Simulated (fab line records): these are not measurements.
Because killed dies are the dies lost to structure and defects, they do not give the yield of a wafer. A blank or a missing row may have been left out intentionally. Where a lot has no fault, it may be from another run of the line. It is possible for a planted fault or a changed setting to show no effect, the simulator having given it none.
One fault seen from 2 desks	flow gf180mcu	only its own numbers are on each desk; what lay behind them is given at the end

## AT THE TOOL OWNER'S DESK: litho track-03
The tool's own readings at GF_V5_PEB_12 (peb time 90 s): means of the sampled wafers that have a number, for each lot that ran on this tool. Marked OUT: a lot whose mean sits more than 4 standard deviations from the usual mean, which makes it out of limits; the brackets give that distance.
Columns: A = heater power total W at GF_V5_PEB_12, usual 85.69 W
lot	first seen here	A
L652	day 28 08:54	85.63
L663	day 31 16:09	87.39 (+22) OUT
L667	day 32 19:22	86.82 (+15) OUT
L668	day 32 20:18	86.81 (+15) OUT
This desk's verdict: out of limits on L663, L667, L668, starting with L663 at day 31 16:09 (heater power total W at GF_V5_PEB_12). Within limits: L652.

## AT THE METROLOGY DESK
What the gauges read, lot by lot, whatever tool the lot ran on: means of the sampled wafers that have a number. Marked OUT: a lot whose mean sits more than 4 standard deviations from the usual mean, which makes it out of limits; the brackets give that distance.
Columns: A = V5_CVD_00_THK at GF_V5_THK_MEAS_01, usual 299.0 nm; B = V5_CVD_02_THK at GF_V5_THK_MEAS_03, usual 1447 nm; C = V5_BOW at GF_V5_BOW_MEAS_05, usual 132 um; D = cd nm at GF_V5_CD_MEAS_14, usual 259.8 nm; E = V5_OVL at GF_V5_OVL_MEAS_15, usual 2 nm
lot	first seen here	A	B	C	D	E
L649	day 26 10:19	299.6	1460	132	259.1	4
L652	day 27 12:21	298.8	1459	125	259.4	4
L663	day 30 22:08	296.9	1448	133	258.3	6
L667	day 32 03:04	300.0	1445	140	259.3	-5
L668	day 32 03:40	299.1	1439	123	260.7	11
L671	day 32 17:56	298.2	1444	128	261.2	-2
L672	day 33 01:33	296.2	1443	132	258.4	6
Result from this desk: across the 7 lots, nothing is out of limits.

## ALL TOGETHER
On L663, L667, L668, at day 31 16:09, an alarm was possible from the tool owner's desk.
The metrology desk saw nothing out of limits.
The metrology desk holds a record of L663, L667, L668, inside its limits.
All the named lots went through GF_V5_PEB_12 on litho track-03.

## WHAT THE SIMULATOR PUT IN
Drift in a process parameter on litho track-03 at GF_V5_PEB_12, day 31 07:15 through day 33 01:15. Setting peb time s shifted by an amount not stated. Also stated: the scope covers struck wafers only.
Lots struck among those shown: L663, L667, L668.
How many hours passed from the start of the fault until each desk's first out-of-limits reading: the tool owner's desk, 9.
